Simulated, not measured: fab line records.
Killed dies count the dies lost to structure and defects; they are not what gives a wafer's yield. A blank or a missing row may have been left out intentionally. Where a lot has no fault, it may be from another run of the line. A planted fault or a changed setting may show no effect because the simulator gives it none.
One fault through the eyes of 2 desks    flow sky130    only its own numbers are on each desk; what lay behind them is given at the end

DESK OF THE TOOL OWNER: cvd-w-02
The tool's own readings at SKY_VIA3_CVD_21 (deposits W, target thk 390 nm, time 117.31 s): means of the sampled wafers that have a number, for each lot that ran on this tool. A lot is out of limits, marked OUT, if its mean lies more than 4 standard deviations from the usual mean; the brackets give that distance.
Columns: A = heater-power-w at SKY_VIA3_CVD_21, usual 840 W
lot   first seen here  A
L828  day 39 12:04     870
L829  day 40 01:52     894
L834  day 41 17:52     856
L835  day 42 13:41     898
L843  day 44 08:55     828
L844  day 44 17:10     912
L846  day 45 10:27     872
This desk's finding: nothing out of limits on any of the 7 lots.

FROM THE METROLOGY DESK
What the gauges read for every lot (on any tool): the sampled wafers with a number, averaged. A lot is out of limits, marked OUT, if its mean lies more than 4 standard deviations from the usual mean; the brackets give that distance.
Columns: A = VIA3_W_RS at SKY_VIA3_RS_MEAS_22, usual 0.296 ohm/sq; B = VIA3_W_THK at SKY_VIA3_THK_MEAS_23, usual 398 nm; C = METAL4_OVL at SKY_METAL4_OVL_MEAS_14, usual -4 nm
lot   first seen here  A                B    C
L828  day 39 12:11     0.298            389  -2
L829  day 40 02:01     0.295            397  -2
L831  day 40 12:37     0.291            396  0
L834  day 41 18:01     0.299            391  -4
L835  day 42 13:49     0.300            386  3
L836  day 43 02:54     0.288            406  -9
L843  day 44 09:08     0.243 (-13) OUT  391  -12
L844  day 44 17:23     0.245 (-13) OUT  401  -4
L846  day 45 10:36     0.243 (-13) OUT  399  -2
L847  day 45 15:52     0.295            404  -7
L849  day 45 17:40     0.293            400  -13
This desk's result: L843, L844, L846 out of limits, first on L843 (VIA3_W_RS at SKY_VIA3_RS_MEAS_22), day 44 09:08. In limits: L828, L829, L831, L834, L835, L836, L847, L849.

PUT TOGETHER
Metrology desk: alarm possible at day 44 09:08 on L843, L844, L846.
Nothing out of limits was seen by the tool owner's desk.
The tool owner's desk has L843, L844, L846 on record, within its limits.
On cvd-w-02, each named lot ran SKY_VIA3_CVD_21.

WHAT THE SIMULATOR HAD INSERTED
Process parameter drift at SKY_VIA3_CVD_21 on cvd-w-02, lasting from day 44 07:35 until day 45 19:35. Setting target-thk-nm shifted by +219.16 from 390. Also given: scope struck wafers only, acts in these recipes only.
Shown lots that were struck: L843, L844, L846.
Delay in hours, fault start to first out-of-limits reading, per desk: metrology desk 2.
